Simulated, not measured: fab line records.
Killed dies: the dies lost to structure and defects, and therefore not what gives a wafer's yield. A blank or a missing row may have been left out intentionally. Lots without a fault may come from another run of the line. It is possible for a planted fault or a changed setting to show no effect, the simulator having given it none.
What tool caused it? -- flow gf180mcu -- 42 wafers from 14 lots sampled at 2 of the route's 602 steps

== WHAT EACH GAUGE READ, for each wafer ==
GF_M5_OVL_MEAS_08.
lot,measured,on,M5_OVL (nm)
L358,day 26 19:56,overlay-02,2 -7 2
L359,day 27 17:59,overlay-01,4 6 1
L360,day 27 19:44,overlay-01,-3 -3 -1
L361,day 27 21:58,overlay-01,9 8 8
L362,day 28 08:38,overlay-02,2 1 0
L363,day 28 14:28,overlay-01,11 -1 12
L364,day 29 05:32,overlay-02,3 3 2
L365,day 29 10:16,overlay-02,6 6 -1
L366,day 29 14:10,overlay-01,9 2 1
L368,day 30 06:41,overlay-01,6 10 13
L369,day 30 08:40,overlay-01,-2 2 2
L378,day 32 18:04,overlay-02,-6 -5 -13
L379,day 32 20:08,overlay-02,3 12 12
L380,day 33 11:13,overlay-01,14 8 12

== WHICH TOOL RAN EACH LOT (tool, then ch and the chambers of the sampled wafers, then the start) ==
lot,GF_CONTACT_CVD_02
L358,"pecvd-04 ch 0,2, day 15 13:34"
L359,"pecvd-04 ch 1,2, day 16 05:31"
L360,"pecvd-01 ch 1,2, day 16 15:31"
L361,"pecvd-01 ch 1,2, day 17 00:11"
L362,"pecvd-01 ch 0,1,2, day 17 07:52"
L363,"pecvd-02 ch 0,2, day 17 12:26"
L364,"pecvd-01 ch 0,1,2, day 18 08:25"
L365,"pecvd-04 ch 0,2, day 18 12:54"
L366,"pecvd-04 ch 0,1, day 18 19:55"
L368,"pecvd-04 ch 0,1,2, day 19 11:26"
L369,"pecvd-04 ch 0,1,2, day 19 18:34"
L378,"pecvd-04 ch 0,1,2, day 22 15:58"
L379,"pecvd-04 ch 1,2, day 23 00:49"
L380,"pecvd-02 ch 0,1,2, day 23 16:27"
- GF_CONTACT_CVD_02: deposits SiO2 from TEOS, target thk 860 nm, time 95.992 s.

== AS READ BY THE TOOLS THEMSELVES (means over the sampled wafers that have a number; for cases with no such wafer, the mark the record gives instead) ==
GF_CONTACT_CVD_02.
lot,tool,heater-power-w (W)
L358,pecvd-04,682
L359,pecvd-04,713
L360,pecvd-01,530
L361,pecvd-01,578
L362,pecvd-01,511
L363,pecvd-02,585
L364,pecvd-01,564
L365,pecvd-04,629
L366,pecvd-04,621
L368,pecvd-04,754
L369,pecvd-04,694
L378,pecvd-04,686
L379,pecvd-04,753
L380,pecvd-02,600

== THE ANSWER, worked out from the rows above alone ==
Rule: usual is defined by the lots themselves. The widest of any qualifying gaps counts: lots, ordered by their means at a reading, are off when they make up no more than a third of the lots, leave a main group of 4 or more, and stand apart from it by 3 or more times the standard deviation of that group's means. If all means in a main group match to the digits the tables above print for the reading, that group is not used. A lot without any number at a reading at which 4 lots or more have one is off too. The other lots that the step has rows for count as sound. The gauges are gone through in route order, then the tools' own readings, and for those a lot's mean is taken as printed above. At the first step where some lot is off, the reading lying furthest off is the one used; lots without a number count as furthest.
No lot is off on any of the readings shown, so nothing can be concluded from this.

== WHAT HAD BEEN PUT IN BY THE SIMULATOR ==
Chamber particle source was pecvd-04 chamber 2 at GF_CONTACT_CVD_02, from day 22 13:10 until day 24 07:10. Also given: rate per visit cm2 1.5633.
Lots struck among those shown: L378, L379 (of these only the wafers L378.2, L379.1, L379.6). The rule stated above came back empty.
